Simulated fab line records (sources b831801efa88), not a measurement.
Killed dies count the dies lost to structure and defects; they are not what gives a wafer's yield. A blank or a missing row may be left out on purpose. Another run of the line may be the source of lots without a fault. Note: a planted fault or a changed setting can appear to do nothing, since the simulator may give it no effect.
A struck lot beside a sound one / flow sky130 / 17 out of 708 route steps
Sound: these wafers, L647.3, L647.5, L647.6. Struck: wafers L659.1, L659.4, L659.5. The cause is named last.
Order at every step that has rows: each side's tool, ch and its chambers, its first start. Under that, the readings that differ: sound wafers / struck wafers / difference of the means / sigmas: that difference in standard deviations of wafers without a fault.
alike: a reading whose means differ by less than 2 such deviations, as well as words and numbers matching on both sides. not compared: withheld readings; readings where some wafer has no value; bounds like >300 that might hide an equal value; numbers whose values overlap and for which the record gives no deviation.
The two part at a step that has a row with sigmas, a row that says differs or no value, or rows on one side only. Non-overlapping numbers with no deviation appear without sigmas and do not part them. A reading that every wafer of one side lacks parts them only if that side has two wafers or more.

SKY_FIELD_ISO_ETCH_15: etches the open film in CHF3/O2, stops on Si, target depth 180 nm, time 72 s.
  sound on rie-diel-02 ch 2,3, day 2 20:58; struck on rie-diel-02 ch 0,1,2, day 5 11:32
reading=oes-product-au (a.u.); sound=0.947 0.952 0.951; struck=0.936 0.929 0.940; difference=-0.015; sigmas=-2
  alike: bias-w, drypump-motor-current-A, throttle-valve-pct
  not compared: rf-hours-counter-h
SKY_FIELD_ISO_STRIP_16: strips in O2/N2.
  sound on plasma-asher-01 ch 0,1, day 2 21:03; struck on plasma-asher-01 ch 0,1, day 5 11:35
  alike: drypump-motor-current-A, oes-product-au, strip-time-to-endpoint-s
  not compared: rf-hours-counter-h
SKY_FIELD_ISO_ETCH_17: etches Si in HBr/Cl2/O2, target depth 342 nm, time 97.7 s.
  sound on rie-si-01 ch 0,1, day 2 21:07; struck on rie-si-01 ch 0,1,2, day 5 11:41
  alike: HBr_flow_sccm, bias-w, drypump-motor-current-A, oes-product-au, throttle-valve-pct
  not compared: rf-hours-counter-h
then, 5 steps without rows for these wafers: SKY_FIELD_ISO_WET_ETCH_18 (etches Si3N4 in H3PO4, target depth 25 nm, time 286 s); SKY_FIELD_ISO_CLEAN_19 (cleans in SC1/SC2, time 150 s); SKY_FIELD_ISO_CLEAN_20 (cleans in dHF, time 20 s); SKY_FIELD_ISO_WET_ETCH_21 (etches SiO2 in dHF, target depth 20 nm, time 400 s); SKY_FIELD_ISO_OXIDATION_22 (stabilise 600 s, purge 300 s, target thk 10 nm).
SKY_FIELD_ISO_THK_MEAS_23:
  sound on film-metro-01 at day 2 22:42; struck on film-metro-01 at day 5 13:25
  alike: FIELD_ISO_OXIDATION_01_THK
then, 1 step without rows for these wafers: SKY_FIELD_ISO_CVD_24 (deposits SiO2, target thk 595 nm, time 99.2 s).
SKY_FIELD_ISO_THK_MEAS_25:
  sound on film-metro-04 at day 2 22:50; struck on film-metro-01 at day 5 13:33
  alike: FIELD_ISO_CVD_24_THK
then, 1 step without rows for these wafers: SKY_FIELD_ISO_ANNEAL_26 (time 1800 s).
SKY_FIELD_ISO_CMP_27: polishes, stops on Si3N4, t overpolish 16 s, target thk 457.8 nm.
  sound on cmp-01 ch 1,2, day 3 00:22; struck on cmp-01 ch 0,1, day 5 15:07
  no value came back on the struck wafers for any of 5 readings (edge-zone-pressure-frac, head-pressure-psi (psi) and others); on the sound wafers edge-zone-pressure-frac reads 0.998 1.002 0.997
reading=model.SiO2_of_FIELD_ISO_CVD_24.thk-nm (nm); sound=458.2 458.5 456.6; struck=590 585.9 587; difference=+130; sigmas=
then, 2 steps without rows for these wafers: SKY_FIELD_ISO_WET_ETCH_28 (etches SiO2 in dHF, target depth 23.7 nm, time 47 s); SKY_FIELD_ISO_WET_ETCH_29 (etches Si3N4 in H3PO4, target depth 160 nm, time 1825 s).
SKY_FIELD_ISO_WET_ETCH_30: etches SiO2 in dHF, target depth 25 nm, time 50 s.
  sound on wet-bench-02 ch 0, day 3 01:13; struck on wet-bench-02 ch 3, day 5 15:57
reading=model.SiO2_of_FIELD_ISO_CVD_24.thk-nm (nm); sound=405.7 406 403.8; struck=537.2 533.2 534.1; difference=+129.7; sigmas=
-- a jump in the record: the struck wafers' starts before and after are 43 days apart (it breaks off in module FIELD_ISO and resumes in module PAD_OPEN, where the first step shown is number 708 of the route) --
SKY_PAD_OPEN_PROBE_99:
  sound on prober-02 at day 46 03:41; struck on prober-02 at day 49 03:28
reading=killed-at-front-end; sound=17 25 13; struck=417 406 419; difference=+396; sigmas=+97
reading=killed-dies; sound=91 88 86; struck=492 492 492; difference=+404; sigmas=+42
reading=killed-on-rim; sound=19 23 13; struck=96 96 96; difference=+78; sigmas=+20
  alike: killed_at_M0_to_M3, killed_at_M4_up, killed-at-contacts, killed-at-other, killed-open, killed-short

== WHERE THEY PART ==
At SKY_FIELD_ISO_ETCH_15 first; at SKY_PAD_OPEN_PROBE_99 last (within this record only).

WHY: whatever the simulator had introduced
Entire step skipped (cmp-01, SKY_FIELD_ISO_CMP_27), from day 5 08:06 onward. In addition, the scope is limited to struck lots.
